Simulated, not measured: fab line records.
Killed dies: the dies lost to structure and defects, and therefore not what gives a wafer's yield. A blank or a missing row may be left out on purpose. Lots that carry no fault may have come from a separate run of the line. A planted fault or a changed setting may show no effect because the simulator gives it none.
Which tool was responsible? || flow gf180mcu || 24 lots with 72 wafers sampled at 5 steps, on a route of 602 steps

WHAT THE GAUGES READ, wafer by wafer
GF_M3_RS_MEAS_05: measurement is done with a four-point probe. Usual: M3_ALCU_RS 0.0691 ohm/sq, standard deviation 0.00093.
{"lot": "L074", "measured": "day 20 13:22", "on": "film_metro-01", "M3_ALCU_RS (ohm/sq)": "0.0687 0.0703 0.0686", "flag": ""}
{"lot": "L075", "measured": "day 20 19:47", "on": "film_metro-04", "M3_ALCU_RS (ohm/sq)": "0.0688 0.0685 0.0665", "flag": ""}
{"lot": "L076", "measured": "day 21 03:34", "on": "film_metro-01", "M3_ALCU_RS (ohm/sq)": "0.0671 0.0690 0.0692", "flag": ""}
{"lot": "L077", "measured": "day 21 13:22", "on": "film_metro-02", "M3_ALCU_RS (ohm/sq)": "0.0686 0.0687 0.0685", "flag": ""}
{"lot": "L078", "measured": "day 22 01:10", "on": "film_metro-04", "M3_ALCU_RS (ohm/sq)": "0.0682 0.0690 0.0702", "flag": ""}
{"lot": "L079", "measured": "day 22 10:50", "on": "film_metro-02", "M3_ALCU_RS (ohm/sq)": "0.0709 0.0698 0.0706", "flag": ""}
{"lot": "L080", "measured": "day 22 12:14", "on": "film_metro-01", "M3_ALCU_RS (ohm/sq)": "0.0693 0.0690 0.0688", "flag": ""}
{"lot": "L081", "measured": "day 23 03:37", "on": "film_metro-02", "M3_ALCU_RS (ohm/sq)": "0.0692 0.0687 0.0685", "flag": ""}
{"lot": "L082", "measured": "day 23 11:30", "on": "film_metro-04", "M3_ALCU_RS (ohm/sq)": "0.0688 0.0694 0.0700", "flag": ""}
{"lot": "L083", "measured": "day 23 16:06", "on": "film_metro-01", "M3_ALCU_RS (ohm/sq)": "0.0685 0.0670 0.0684", "flag": ""}
{"lot": "L084", "measured": "day 23 22:20", "on": "film_metro-04", "M3_ALCU_RS (ohm/sq)": "0.0681 0.0692 0.0681", "flag": ""}
{"lot": "L085", "measured": "day 24 07:44", "on": "film_metro-01", "M3_ALCU_RS (ohm/sq)": "0.0684 0.0702 0.0683", "flag": ""}
{"lot": "L086", "measured": "day 24 17:46", "on": "film_metro-02", "M3_ALCU_RS (ohm/sq)": "0.0703 0.0692 0.0703", "flag": ""}
{"lot": "L087", "measured": "day 25 01:47", "on": "film_metro-04", "M3_ALCU_RS (ohm/sq)": "0.0680 0.0695 0.0683", "flag": ""}
{"lot": "L088", "measured": "day 25 08:59", "on": "film_metro-04", "M3_ALCU_RS (ohm/sq)": "0.0688 0.0672 0.0669", "flag": ""}
{"lot": "L089", "measured": "day 25 15:21", "on": "film_metro-01", "M3_ALCU_RS (ohm/sq)": "0.0682 0.0683 0.0682", "flag": ""}
{"lot": "L090", "measured": "day 26 05:47", "on": "film_metro-04", "M3_ALCU_RS (ohm/sq)": "0.0694 0.0695 0.0699", "flag": ""}
{"lot": "L091", "measured": "day 26 11:34", "on": "film_metro-02", "M3_ALCU_RS (ohm/sq)": "0.0695 0.0701 0.0694", "flag": ""}
{"lot": "L092", "measured": "day 26 14:21", "on": "film_metro-02", "M3_ALCU_RS (ohm/sq)": "0.0707 0.0699 0.0690", "flag": ""}
{"lot": "L093", "measured": "day 26 23:52", "on": "film_metro-02", "M3_ALCU_RS (ohm/sq)": "0.0681 0.0682 0.0697", "flag": ""}
{"lot": "L094", "measured": "day 27 06:02", "on": "film_metro-02", "M3_ALCU_RS (ohm/sq)": "0.0692 0.0690 0.0690", "flag": ""}
{"lot": "L095", "measured": "day 27 13:32", "on": "film_metro-02", "M3_ALCU_RS (ohm/sq)": "0.0691 0.0688 0.0707", "flag": ""}
{"lot": "L096", "measured": "day 27 22:06", "on": "film_metro-02", "M3_ALCU_RS (ohm/sq)": "0.0686 0.0706 0.0708", "flag": ""}
{"lot": "L097", "measured": "day 28 00:08", "on": "film_metro-01", "M3_ALCU_RS (ohm/sq)": "0.0680 0.0674 0.0683", "flag": ""}

WHAT TOOL EACH LOT RAN ON (gives the tool, then ch and the chambers of the sampled wafers, and finally the start)
{"lot": "L074", "GF_MVPSD_STRIP_10": "plasma_asher-01 ch 0,1, day 5 01:47", "GF_CONTACT_STRIP_18": "plasma_asher-02 ch 0,1, day 16 06:44", "GF_M1_SPUTTER_00": "pvd_sputter-02, day 16 07:43", "GF_V2_SPUTTER_21": "pvd_sputter-03, day 20 12:26"}
{"lot": "L075", "GF_MVPSD_STRIP_10": "plasma_asher-02 ch 0,1, day 5 07:59", "GF_CONTACT_STRIP_18": "plasma_asher-01 ch 1, day 16 12:10", "GF_M1_SPUTTER_00": "pvd_sputter-02, day 16 13:08", "GF_V2_SPUTTER_21": "pvd_sputter-03, day 20 18:49"}
{"lot": "L076", "GF_MVPSD_STRIP_10": "plasma_asher-01 ch 0,1, day 5 12:52", "GF_CONTACT_STRIP_18": "plasma_asher-03 ch 1, day 16 20:22", "GF_M1_SPUTTER_00": "pvd_sputter-02, day 16 21:21", "GF_V2_SPUTTER_21": "pvd_sputter-01, day 21 02:38"}
{"lot": "L077", "GF_MVPSD_STRIP_10": "plasma_asher-03 ch 0,1, day 5 19:51", "GF_CONTACT_STRIP_18": "plasma_asher-01 ch 0,1, day 17 05:59", "GF_M1_SPUTTER_00": "pvd_sputter-01, day 17 06:58", "GF_V2_SPUTTER_21": "pvd_sputter-01, day 21 12:26"}
{"lot": "L078", "GF_MVPSD_STRIP_10": "plasma_asher-02 ch 0,1, day 6 02:10", "GF_CONTACT_STRIP_18": "plasma_asher-02 ch 0,1, day 17 16:52", "GF_M1_SPUTTER_00": "pvd_sputter-04, day 17 17:48", "GF_V2_SPUTTER_21": "pvd_sputter-04, day 22 00:12"}
{"lot": "L079", "GF_MVPSD_STRIP_10": "plasma_asher-01 ch 1, day 6 06:53", "GF_CONTACT_STRIP_18": "plasma_asher-03 ch 0,1, day 18 02:22", "GF_M1_SPUTTER_00": "pvd_sputter-01, day 18 03:22", "GF_V2_SPUTTER_21": "pvd_sputter-01, day 22 09:55"}
{"lot": "L080", "GF_MVPSD_STRIP_10": "plasma_asher-03 ch 0,1, day 6 12:15", "GF_CONTACT_STRIP_18": "plasma_asher-02 ch 0,1, day 18 05:38", "GF_M1_SPUTTER_00": "pvd_sputter-02, day 18 06:37", "GF_V2_SPUTTER_21": "pvd_sputter-04, day 22 11:19"}
{"lot": "L081", "GF_MVPSD_STRIP_10": "plasma_asher-03 ch 0,1, day 6 21:03", "GF_CONTACT_STRIP_18": "plasma_asher-03 ch 0,1, day 18 19:25", "GF_M1_SPUTTER_00": "pvd_sputter-02, day 18 20:24", "GF_V2_SPUTTER_21": "pvd_sputter-03, day 23 02:35"}
{"lot": "L082", "GF_MVPSD_STRIP_10": "plasma_asher-03 ch 0,1, day 7 02:00", "GF_CONTACT_STRIP_18": "plasma_asher-02 ch 0,1, day 19 04:37", "GF_M1_SPUTTER_00": "pvd_sputter-02, day 19 05:43", "GF_V2_SPUTTER_21": "pvd_sputter-04, day 23 10:29"}
{"lot": "L083", "GF_MVPSD_STRIP_10": "plasma_asher-03 ch 0,1, day 7 06:24", "GF_CONTACT_STRIP_18": "plasma_asher-02 ch 0, day 19 10:13", "GF_M1_SPUTTER_00": "pvd_sputter-04, day 19 11:13", "GF_V2_SPUTTER_21": "pvd_sputter-03, day 23 15:04"}
{"lot": "L084", "GF_MVPSD_STRIP_10": "plasma_asher-02 ch 1, day 7 12:29", "GF_CONTACT_STRIP_18": "plasma_asher-02 ch 0,1, day 19 17:40", "GF_M1_SPUTTER_00": "pvd_sputter-01, day 19 18:45", "GF_V2_SPUTTER_21": "pvd_sputter-04, day 23 21:10"}
{"lot": "L085", "GF_MVPSD_STRIP_10": "plasma_asher-02 ch 0,1, day 7 17:27", "GF_CONTACT_STRIP_18": "plasma_asher-01 ch 0,1, day 20 02:07", "GF_M1_SPUTTER_00": "pvd_sputter-01, day 20 03:07", "GF_V2_SPUTTER_21": "pvd_sputter-03, day 24 06:49"}
{"lot": "L086", "GF_MVPSD_STRIP_10": "plasma_asher-02 ch 0,1, day 8 00:02", "GF_CONTACT_STRIP_18": "plasma_asher-02 ch 0,1, day 20 12:55", "GF_M1_SPUTTER_00": "pvd_sputter-02, day 20 13:52", "GF_V2_SPUTTER_21": "pvd_sputter-04, day 24 16:47"}
{"lot": "L087", "GF_MVPSD_STRIP_10": "plasma_asher-02 ch 0,1, day 8 05:23", "GF_CONTACT_STRIP_18": "plasma_asher-02 ch 0,1, day 20 23:02", "GF_M1_SPUTTER_00": "pvd_sputter-01, day 21 00:01", "GF_V2_SPUTTER_21": "pvd_sputter-01, day 25 00:52"}
{"lot": "L088", "GF_MVPSD_STRIP_10": "plasma_asher-03 ch 0,1, day 8 10:56", "GF_CONTACT_STRIP_18": "plasma_asher-01 ch 0,1, day 21 06:59", "GF_M1_SPUTTER_00": "pvd_sputter-04, day 21 07:59", "GF_V2_SPUTTER_21": "pvd_sputter-03, day 25 08:04"}
{"lot": "L089", "GF_MVPSD_STRIP_10": "plasma_asher-03 ch 0,1, day 8 15:48", "GF_CONTACT_STRIP_18": "plasma_asher-01 ch 0,1, day 21 14:28", "GF_M1_SPUTTER_00": "pvd_sputter-01, day 21 15:28", "GF_V2_SPUTTER_21": "pvd_sputter-01, day 25 14:26"}
{"lot": "L090", "GF_MVPSD_STRIP_10": "plasma_asher-01 ch 0,1, day 8 23:26", "GF_CONTACT_STRIP_18": "plasma_asher-03 ch 0,1, day 22 04:31", "GF_M1_SPUTTER_00": "pvd_sputter-02, day 22 05:31", "GF_V2_SPUTTER_21": "pvd_sputter-01, day 26 04:52"}
{"lot": "L091", "GF_MVPSD_STRIP_10": "plasma_asher-01 ch 0,1, day 9 07:17", "GF_CONTACT_STRIP_18": "plasma_asher-01 ch 0, day 22 12:46", "GF_M1_SPUTTER_00": "pvd_sputter-01, day 22 13:46", "GF_V2_SPUTTER_21": "pvd_sputter-04, day 26 10:38"}
{"lot": "L092", "GF_MVPSD_STRIP_10": "plasma_asher-02 ch 0,1, day 9 11:14", "GF_CONTACT_STRIP_18": "plasma_asher-02 ch 0,1, day 22 15:02", "GF_M1_SPUTTER_00": "pvd_sputter-04, day 22 16:28", "GF_V2_SPUTTER_21": "pvd_sputter-03, day 26 13:25"}
{"lot": "L093", "GF_MVPSD_STRIP_10": "plasma_asher-03 ch 0,1, day 9 17:53", "GF_CONTACT_STRIP_18": "plasma_asher-02 ch 0,1, day 23 01:04", "GF_M1_SPUTTER_00": "pvd_sputter-04, day 23 02:04", "GF_V2_SPUTTER_21": "pvd_sputter-01, day 26 22:54"}
{"lot": "L094", "GF_MVPSD_STRIP_10": "plasma_asher-03 ch 0,1, day 9 21:29", "GF_CONTACT_STRIP_18": "plasma_asher-03 ch 0,1, day 23 07:19", "GF_M1_SPUTTER_00": "pvd_sputter-02, day 23 08:19", "GF_V2_SPUTTER_21": "pvd_sputter-01, day 27 04:57"}
{"lot": "L095", "GF_MVPSD_STRIP_10": "plasma_asher-03 ch 0,1, day 10 04:17", "GF_CONTACT_STRIP_18": "plasma_asher-01 ch 0,1, day 23 15:40", "GF_M1_SPUTTER_00": "pvd_sputter-01, day 23 16:38", "GF_V2_SPUTTER_21": "pvd_sputter-04, day 27 12:37"}
{"lot": "L096", "GF_MVPSD_STRIP_10": "plasma_asher-01 ch 0,1, day 10 10:47", "GF_CONTACT_STRIP_18": "plasma_asher-01 ch 0,1, day 23 22:19", "GF_M1_SPUTTER_00": "pvd_sputter-01, day 24 02:14", "GF_V2_SPUTTER_21": "pvd_sputter-03, day 27 21:10"}
{"lot": "L097", "GF_MVPSD_STRIP_10": "plasma_asher-02 ch 0,1, day 10 17:49", "GF_CONTACT_STRIP_18": "plasma_asher-03 ch 0,1, day 24 04:54", "GF_M1_SPUTTER_00": "pvd_sputter-01, day 24 05:51", "GF_V2_SPUTTER_21": "pvd_sputter-03, day 27 23:10"}
- GF_MVPSD_STRIP_10: strips in O2/N2.
- GF_CONTACT_STRIP_18: strips in O2/N2.
- GF_M1_SPUTTER_00: material Ti, target thk 37.5 nm, time 150 s.
- GF_V2_SPUTTER_21: material Ti, target thk 15 nm, time 80.02 s.

WHAT THE TOOLS THEMSELVES READ (means of the sampled wafers that have a number; where no wafer has one, the mark that the record gives instead)
GF_MVPSD_STRIP_10. Usual: drypump_motor_current_A 5.7 A, standard deviation 0.51; heater_power_w 349 W, standard deviation 47; oes_product_au 0.722 a.u., standard deviation 0.0044; strip_time_to_endpoint_s 36.91 s, standard deviation 0.09.
{"lot": "L074", "tool": "plasma_asher-01", "drypump_motor_current_A (A)": 5.8, "heater_power_w (W)": 352, "oes_product_au (a.u.)": 0.720, "strip_time_to_endpoint_s (s)": 37.02, "flag": ""}
{"lot": "L075", "tool": "plasma_asher-02", "drypump_motor_current_A (A)": 5.8, "heater_power_w (W)": 365, "oes_product_au (a.u.)": 0.723, "strip_time_to_endpoint_s (s)": 36.90, "flag": ""}
{"lot": "L076", "tool": "plasma_asher-01", "drypump_motor_current_A (A)": 5.8, "heater_power_w (W)": 351, "oes_product_au (a.u.)": 0.722, "strip_time_to_endpoint_s (s)": 36.98, "flag": ""}
{"lot": "L077", "tool": "plasma_asher-03", "drypump_motor_current_A (A)": 5.8, "heater_power_w (W)": 365, "oes_product_au (a.u.)": 0.724, "strip_time_to_endpoint_s (s)": 36.85, "flag": ""}
{"lot": "L078", "tool": "plasma_asher-02", "drypump_motor_current_A (A)": 5.8, "heater_power_w (W)": 362, "oes_product_au (a.u.)": 0.721, "strip_time_to_endpoint_s (s)": 36.77, "flag": ""}
{"lot": "L079", "tool": "plasma_asher-01", "drypump_motor_current_A (A)": 5.9, "heater_power_w (W)": 346, "oes_product_au (a.u.)": 0.721, "strip_time_to_endpoint_s (s)": 36.86, "flag": ""}
{"lot": "L080", "tool": "plasma_asher-03", "drypump_motor_current_A (A)": 5.8, "heater_power_w (W)": 367, "oes_product_au (a.u.)": 0.723, "strip_time_to_endpoint_s (s)": 36.85, "flag": ""}
{"lot": "L081", "tool": "plasma_asher-03", "drypump_motor_current_A (A)": 5.8, "heater_power_w (W)": 375, "oes_product_au (a.u.)": 0.723, "strip_time_to_endpoint_s (s)": 36.92, "flag": ""}
{"lot": "L082", "tool": "plasma_asher-03", "drypump_motor_current_A (A)": 5.3, "heater_power_w (W)": 337, "oes_product_au (a.u.)": 0.726, "strip_time_to_endpoint_s (s)": 36.97, "flag": ""}
{"lot": "L083", "tool": "plasma_asher-03", "drypump_motor_current_A (A)": 5.8, "heater_power_w (W)": 374, "oes_product_au (a.u.)": 0.725, "strip_time_to_endpoint_s (s)": 37.00, "flag": ""}
{"lot": "L084", "tool": "plasma_asher-02", "drypump_motor_current_A (A)": 5.5, "heater_power_w (W)": 392, "oes_product_au (a.u.)": 0.720, "strip_time_to_endpoint_s (s)": 37.15, "flag": ""}
{"lot": "L085", "tool": "plasma_asher-02", "drypump_motor_current_A (A)": 5.8, "heater_power_w (W)": 360, "oes_product_au (a.u.)": 0.724, "strip_time_to_endpoint_s (s)": 36.93, "flag": ""}
{"lot": "L086", "tool": "plasma_asher-02", "drypump_motor_current_A (A)": 5.8, "heater_power_w (W)": 362, "oes_product_au (a.u.)": 0.718, "strip_time_to_endpoint_s (s)": 36.82, "flag": ""}
{"lot": "L087", "tool": "plasma_asher-02", "drypump_motor_current_A (A)": 6.1, "heater_power_w (W)": 323, "oes_product_au (a.u.)": 0.719, "strip_time_to_endpoint_s (s)": 36.82, "flag": ""}
{"lot": "L088", "tool": "plasma_asher-03", "drypump_motor_current_A (A)": 5.8, "heater_power_w (W)": 371, "oes_product_au (a.u.)": 0.720, "strip_time_to_endpoint_s (s)": 36.81, "flag": ""}
{"lot": "L089", "tool": "plasma_asher-03", "drypump_motor_current_A (A)": 5.8, "heater_power_w (W)": 369, "oes_product_au (a.u.)": 0.727, "strip_time_to_endpoint_s (s)": 36.86, "flag": ""}
{"lot": "L090", "tool": "plasma_asher-01", "drypump_motor_current_A (A)": 5.8, "heater_power_w (W)": 353, "oes_product_au (a.u.)": 0.723, "strip_time_to_endpoint_s (s)": 36.89, "flag": ""}
{"lot": "L091", "tool": "plasma_asher-01", "drypump_motor_current_A (A)": 5.7, "heater_power_w (W)": 354, "oes_product_au (a.u.)": 0.722, "strip_time_to_endpoint_s (s)": 36.87, "flag": ""}
{"lot": "L092", "tool": "plasma_asher-02", "drypump_motor_current_A (A)": 6.1, "heater_power_w (W)": 320, "oes_product_au (a.u.)": 0.722, "strip_time_to_endpoint_s (s)": 36.87, "flag": ""}
{"lot": "L093", "tool": "plasma_asher-03", "drypump_motor_current_A (A)": 5.8, "heater_power_w (W)": 378, "oes_product_au (a.u.)": 0.728, "strip_time_to_endpoint_s (s)": 36.88, "flag": ""}
{"lot": "L094", "tool": "plasma_asher-03", "drypump_motor_current_A (A)": 5.8, "heater_power_w (W)": 368, "oes_product_au (a.u.)": 0.723, "strip_time_to_endpoint_s (s)": 36.88, "flag": ""}
{"lot": "L095", "tool": "plasma_asher-03", "drypump_motor_current_A (A)": 5.3, "heater_power_w (W)": 336, "oes_product_au (a.u.)": 0.718, "strip_time_to_endpoint_s (s)": 36.89, "flag": ""}
{"lot": "L096", "tool": "plasma_asher-01", "drypump_motor_current_A (A)": 5.7, "heater_power_w (W)": 353, "oes_product_au (a.u.)": 0.723, "strip_time_to_endpoint_s (s)": 36.90, "flag": ""}
{"lot": "L097", "tool": "plasma_asher-02", "drypump_motor_current_A (A)": 5.8, "heater_power_w (W)": 361, "oes_product_au (a.u.)": 0.720, "strip_time_to_endpoint_s (s)": 37.06, "flag": ""}

GF_CONTACT_STRIP_18. Usual: drypump_motor_current_A 5.8 A, standard deviation 0.46; heater_power_w 353 W, standard deviation 47; oes_product_au 0.580 a.u., standard deviation 0.0051.
{"lot": "L074", "tool": "plasma_asher-02", "drypump_motor_current_A (A)": 6.1, "heater_power_w (W)": 322, "oes_product_au (a.u.)": 0.577, "flag": ""}
{"lot": "L075", "tool": "plasma_asher-01", "drypump_motor_current_A (A)": 5.9, "heater_power_w (W)": 349, "oes_product_au (a.u.)": 0.576, "flag": ""}
{"lot": "L076", "tool": "plasma_asher-03", "drypump_motor_current_A (A)": 4.9, "heater_power_w (W)": 306, "oes_product_au (a.u.)": 0.580, "flag": ""}
{"lot": "L077", "tool": "plasma_asher-01", "drypump_motor_current_A (A)": 5.7, "heater_power_w (W)": 358, "oes_product_au (a.u.)": 0.575, "flag": ""}
{"lot": "L078", "tool": "plasma_asher-02", "drypump_motor_current_A (A)": 5.8, "heater_power_w (W)": 362, "oes_product_au (a.u.)": 0.577, "flag": ""}
{"lot": "L079", "tool": "plasma_asher-03", "drypump_motor_current_A (A)": 5.3, "heater_power_w (W)": 342, "oes_product_au (a.u.)": 0.579, "flag": ""}
{"lot": "L080", "tool": "plasma_asher-02", "drypump_motor_current_A (A)": 6.1, "heater_power_w (W)": 316, "oes_product_au (a.u.)": 0.583, "flag": ""}
{"lot": "L081", "tool": "plasma_asher-03", "drypump_motor_current_A (A)": 5.8, "heater_power_w (W)": 372, "oes_product_au (a.u.)": 0.579, "flag": ""}
{"lot": "L082", "tool": "plasma_asher-02", "drypump_motor_current_A (A)": 6.1, "heater_power_w (W)": 319, "oes_product_au (a.u.)": 0.581, "flag": ""}
{"lot": "L083", "tool": "plasma_asher-02", "drypump_motor_current_A (A)": 6.4, "heater_power_w (W)": 282, "oes_product_au (a.u.)": 0.582, "flag": ""}
{"lot": "L084", "tool": "plasma_asher-02", "drypump_motor_current_A (A)": 6.1, "heater_power_w (W)": 319, "oes_product_au (a.u.)": 0.579, "flag": ""}
{"lot": "L085", "tool": "plasma_asher-01", "drypump_motor_current_A (A)": 5.8, "heater_power_w (W)": 376, "oes_product_au (a.u.)": 0.581, "flag": ""}
{"lot": "L086", "tool": "plasma_asher-02", "drypump_motor_current_A (A)": 5.8, "heater_power_w (W)": 359, "oes_product_au (a.u.)": 0.582, "flag": ""}
{"lot": "L087", "tool": "plasma_asher-02", "drypump_motor_current_A (A)": 6.1, "heater_power_w (W)": 321, "oes_product_au (a.u.)": 0.580, "flag": ""}
{"lot": "L088", "tool": "plasma_asher-01", "drypump_motor_current_A (A)": 5.8, "heater_power_w (W)": 383, "oes_product_au (a.u.)": 0.579, "flag": ""}
{"lot": "L089", "tool": "plasma_asher-01", "drypump_motor_current_A (A)": 5.8, "heater_power_w (W)": 376, "oes_product_au (a.u.)": 0.583, "flag": ""}
{"lot": "L090", "tool": "plasma_asher-03", "drypump_motor_current_A (A)": 5.8, "heater_power_w (W)": 372, "oes_product_au (a.u.)": 0.581, "flag": ""}
{"lot": "L091", "tool": "plasma_asher-01", "drypump_motor_current_A (A)": 5.6, "heater_power_w (W)": 362, "oes_product_au (a.u.)": 0.582, "flag": ""}
{"lot": "L092", "tool": "plasma_asher-02", "drypump_motor_current_A (A)": 5.8, "heater_power_w (W)": 358, "oes_product_au (a.u.)": 0.582, "flag": ""}
{"lot": "L093", "tool": "plasma_asher-02", "drypump_motor_current_A (A)": 5.8, "heater_power_w (W)": 361, "oes_product_au (a.u.)": 0.579, "flag": ""}
{"lot": "L094", "tool": "plasma_asher-03", "drypump_motor_current_A (A)": 5.8, "heater_power_w (W)": 369, "oes_product_au (a.u.)": 0.581, "flag": ""}
{"lot": "L095", "tool": "plasma_asher-01", "drypump_motor_current_A (A)": 5.8, "heater_power_w (W)": 376, "oes_product_au (a.u.)": 0.581, "flag": ""}
{"lot": "L096", "tool": "plasma_asher-01", "drypump_motor_current_A (A)": 5.7, "heater_power_w (W)": 371, "oes_product_au (a.u.)": 0.577, "flag": ""}
{"lot": "L097", "tool": "plasma_asher-03", "drypump_motor_current_A (A)": 5.8, "heater_power_w (W)": 370, "oes_product_au (a.u.)": 0.585, "flag": ""}

GF_M1_SPUTTER_00. Usual: throttle_valve_pct at 30.3 %, with a standard deviation of 1.
{"lot": "L074", "tool": "pvd_sputter-02", "throttle_valve_pct (%)": 30.6, "flag": ""}
{"lot": "L075", "tool": "pvd_sputter-02", "throttle_valve_pct (%)": 29.9, "flag": ""}
{"lot": "L076", "tool": "pvd_sputter-02", "throttle_valve_pct (%)": 30.7, "flag": ""}
{"lot": "L077", "tool": "pvd_sputter-01", "throttle_valve_pct (%)": 30.1, "flag": ""}
{"lot": "L078", "tool": "pvd_sputter-04", "throttle_valve_pct (%)": 29.3, "flag": ""}
{"lot": "L079", "tool": "pvd_sputter-01", "throttle_valve_pct (%)": 30.0, "flag": ""}
{"lot": "L080", "tool": "pvd_sputter-02", "throttle_valve_pct (%)": 30.1, "flag": ""}
{"lot": "L081", "tool": "pvd_sputter-02", "throttle_valve_pct (%)": 30.2, "flag": ""}
{"lot": "L082", "tool": "pvd_sputter-02", "throttle_valve_pct (%)": 30.3, "flag": ""}
{"lot": "L083", "tool": "pvd_sputter-04", "throttle_valve_pct (%)": 29.6, "flag": ""}
{"lot": "L084", "tool": "pvd_sputter-01", "throttle_valve_pct (%)": 30.1, "flag": ""}
{"lot": "L085", "tool": "pvd_sputter-01", "throttle_valve_pct (%)": 31.0, "flag": ""}
{"lot": "L086", "tool": "pvd_sputter-02", "throttle_valve_pct (%)": 30.3, "flag": ""}
{"lot": "L087", "tool": "pvd_sputter-01", "throttle_valve_pct (%)": 30.2, "flag": ""}
{"lot": "L088", "tool": "pvd_sputter-04", "throttle_valve_pct (%)": 30.3, "flag": ""}
{"lot": "L089", "tool": "pvd_sputter-01", "throttle_valve_pct (%)": 30.3, "flag": ""}
{"lot": "L090", "tool": "pvd_sputter-02", "throttle_valve_pct (%)": 30.5, "flag": ""}
{"lot": "L091", "tool": "pvd_sputter-01", "throttle_valve_pct (%)": 29.4, "flag": ""}
{"lot": "L092", "tool": "pvd_sputter-04", "throttle_valve_pct (%)": 30.5, "flag": ""}
{"lot": "L093", "tool": "pvd_sputter-04", "throttle_valve_pct (%)": 30.6, "flag": ""}
{"lot": "L094", "tool": "pvd_sputter-02", "throttle_valve_pct (%)": 30.7, "flag": ""}
{"lot": "L095", "tool": "pvd_sputter-01", "throttle_valve_pct (%)": 30.5, "flag": ""}
{"lot": "L096", "tool": "pvd_sputter-01", "throttle_valve_pct (%)": 29.9, "flag": ""}
{"lot": "L097", "tool": "pvd_sputter-01", "throttle_valve_pct (%)": 30.4, "flag": ""}

GF_V2_SPUTTER_21. Usual: throttle_valve_pct at 30.2 %, with a standard deviation of 1.1.
{"lot": "L074", "tool": "pvd_sputter-03", "throttle_valve_pct (%)": 30.2, "flag": ""}
{"lot": "L075", "tool": "pvd_sputter-03", "throttle_valve_pct (%)": 29.9, "flag": ""}
{"lot": "L076", "tool": "pvd_sputter-01", "throttle_valve_pct (%)": 30.4, "flag": ""}
{"lot": "L077", "tool": "pvd_sputter-01", "throttle_valve_pct (%)": 30.4, "flag": ""}
{"lot": "L078", "tool": "pvd_sputter-04", "throttle_valve_pct (%)": 31.0, "flag": ""}
{"lot": "L079", "tool": "pvd_sputter-01", "throttle_valve_pct (%)": 30.4, "flag": ""}
{"lot": "L080", "tool": "pvd_sputter-04", "throttle_valve_pct (%)": 30.0, "flag": ""}
{"lot": "L081", "tool": "pvd_sputter-03", "throttle_valve_pct (%)": 30.2, "flag": ""}
{"lot": "L082", "tool": "pvd_sputter-04", "throttle_valve_pct (%)": 29.2, "flag": ""}
{"lot": "L083", "tool": "pvd_sputter-03", "throttle_valve_pct (%)": 30.2, "flag": ""}
{"lot": "L084", "tool": "pvd_sputter-04", "throttle_valve_pct (%)": 30.7, "flag": ""}
{"lot": "L085", "tool": "pvd_sputter-03", "throttle_valve_pct (%)": 30.2, "flag": ""}
{"lot": "L086", "tool": "pvd_sputter-04", "throttle_valve_pct (%)": 29.8, "flag": ""}
{"lot": "L087", "tool": "pvd_sputter-01", "throttle_valve_pct (%)": 30.3, "flag": ""}
{"lot": "L088", "tool": "pvd_sputter-03", "throttle_valve_pct (%)": 29.9, "flag": ""}
{"lot": "L089", "tool": "pvd_sputter-01", "throttle_valve_pct (%)": 31.1, "flag": ""}
{"lot": "L090", "tool": "pvd_sputter-01", "throttle_valve_pct (%)": 30.4, "flag": ""}
{"lot": "L091", "tool": "pvd_sputter-04", "throttle_valve_pct (%)": 30.6, "flag": ""}
{"lot": "L092", "tool": "pvd_sputter-03", "throttle_valve_pct (%)": 30.4, "flag": ""}
{"lot": "L093", "tool": "pvd_sputter-01", "throttle_valve_pct (%)": 29.9, "flag": ""}
{"lot": "L094", "tool": "pvd_sputter-01", "throttle_valve_pct (%)": 30.4, "flag": ""}
{"lot": "L095", "tool": "pvd_sputter-04", "throttle_valve_pct (%)": 30.4, "flag": ""}
{"lot": "L096", "tool": "pvd_sputter-03", "throttle_valve_pct (%)": 30.3, "flag": ""}
{"lot": "L097", "tool": "pvd_sputter-03", "throttle_valve_pct (%)": 29.9, "flag": ""}

THE ANSWER, worked out from the rows above alone
Rule: lot off if the mean of its wafers having a number is beyond 3 standard deviations from the usual mean. Also off: a lot with no number at a reading for which 4 or more lots have one. Any other lot the step has rows for is counted as sound. The gauges are gone through in route order, then the tools' own readings, and for those a lot's mean is taken as printed above. The first step at which some lot is off is used, and at that step the reading that is off furthest; a lot without a number counts as furthest.
Nothing can be told from this: no lot is off at any reading shown.

WHAT WAS PUT IN BY THE SIMULATOR
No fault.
